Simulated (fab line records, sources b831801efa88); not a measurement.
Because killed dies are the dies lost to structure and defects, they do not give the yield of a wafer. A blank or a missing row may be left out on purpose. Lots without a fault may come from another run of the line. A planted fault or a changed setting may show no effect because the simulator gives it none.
Lot-split experiment + flow sfq_line + route with 325 steps; 5 lots, 23 wafers read

== THE SPLIT ==
At SFQ_TRILAYER_M6_LITHO_COAT_164 (resist thk 62 nm), the setting spin_rpm was moved away from the recipe's 3000 rpm on 7 of the 23 wafers read, by -4.9% to +5.9%. All remaining wafers had this setting at the recipe value.

The reading is taken at the split's own step.

== THE READING ==
BARC_of_TRILAYER_M6_LITHO_COAT_164.thk_nm (the simulator's own value, which no gauge read), in nm, at SFQ_TRILAYER_M6_LITHO_COAT_164 (resist thk 62 nm). The file does not state a usual value for it. Average 62.02 nm, standard deviation 0.19 nm, over the 16 wafers here run with the recipe.

| wafer  | tool, chamber at the split | spin_rpm as run, rpm | against the recipe | BARC_of_TRILAYER_M6_LITHO_COAT_164.thk_nm, nm | against lot-mates on the recipe |
|--------|----------------------------|----------------------|--------------------|-----------------------------------------------|---------------------------------|
| L077.1 | litho_track-02, 0          | 3000                 | recipe             | 61.9                                          | -                               |
| L077.2 | litho_track-02, 0          | 3000                 | recipe             | 62.06                                         | -                               |
| L077.3 | litho_track-02, 0          | 2852                 | -4.9%              | 63.54                                         | +1.57                           |
| L077.4 | litho_track-02, 0          | 2852                 | -4.9%              | 63.44                                         | +1.47                           |
| L077.5 | litho_track-02, 0          | 3000                 | recipe             | 61.95                                         | -                               |
| L079.1 | litho_track-01, 0          | 3178                 | +5.9%              | 60.07                                         | -1.90                           |
| L079.2 | litho_track-01, 0          | 3178                 | +5.9%              | 60.26                                         | -1.71                           |
| L079.3 | litho_track-01, 0          | 3000                 | recipe             | 62.06                                         | -                               |
| L079.5 | litho_track-01, 0          | 3178                 | +5.9%              | 60.03                                         | -1.94                           |
| L079.6 | litho_track-01, 0          | 3000                 | recipe             | 61.87                                         | -                               |
| L080.1 | litho_track-02, 0          | 3000                 | recipe             | 62.38                                         | -                               |
| L080.2 | litho_track-02, 0          | 3000                 | recipe             | 62.28                                         | -                               |
| L080.3 | litho_track-02, 0          | 3000                 | recipe             | 62.19                                         | -                               |
| L080.4 | litho_track-02, 0          | 3000                 | recipe             | 62.23                                         | -                               |
| L080.6 | litho_track-02, 0          | 3000                 | recipe             | 62.27                                         | -                               |
| L081.2 | litho_track-01, 0          | 3000                 | recipe             | 61.78                                         | -                               |
| L081.3 | litho_track-01, 0          | 3000                 | recipe             | 61.88                                         | -                               |
| L081.4 | litho_track-01, 0          | 3178                 | +5.9%              | 60.11                                         | -1.71                           |
| L081.5 | litho_track-01, 0          | 3000                 | recipe             | 61.81                                         | -                               |
| L081.6 | litho_track-01, 0          | 3178                 | +5.9%              | 60.02                                         | -1.80                           |
| L083.2 | litho_track-04, 0          | 3000                 | recipe             | 61.86                                         | -                               |
| L083.4 | litho_track-04, 0          | 3000                 | recipe             | 61.98                                         | -                               |
| L083.5 | litho_track-04, 0          | 3000                 | recipe             | 61.82                                         | -                               |

THE FIT
A straight line over all 23 wafers: BARC_of_TRILAYER_M6_LITHO_COAT_164.thk_nm changes by -0.317 nm for each +1% of spin_rpm; r = -0.99; the points scatter about the line by 0.17 nm.
The same after taking each lot's own level away (the mean of its wafers on the recipe; 23 wafers): -0.306 nm for each +1%; r = -1.00; scatter 0.075 nm.
On that fit, the largest move of spin_rpm shifts the reading by 1.8 nm.
From 61.823 to 62.270 nm: that is the span of the lots' own levels, equal to 2.4 times the standard deviation above.
Hence the lot-to-lot level has little effect on the slope; both slopes agree.
Check: for one of the wafers moved furthest among these (+5.9%), held out of the fit, the line's prediction against its lot-mates is -1.8 nm. Against them it came out at -1.9 nm.

== THE FILE'S OWN FIT ==
BARC_of_TRILAYER_M6_LITHO_COAT_164.thk_nm changes by -0.305 nm for each +1% of spin_rpm, r = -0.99.
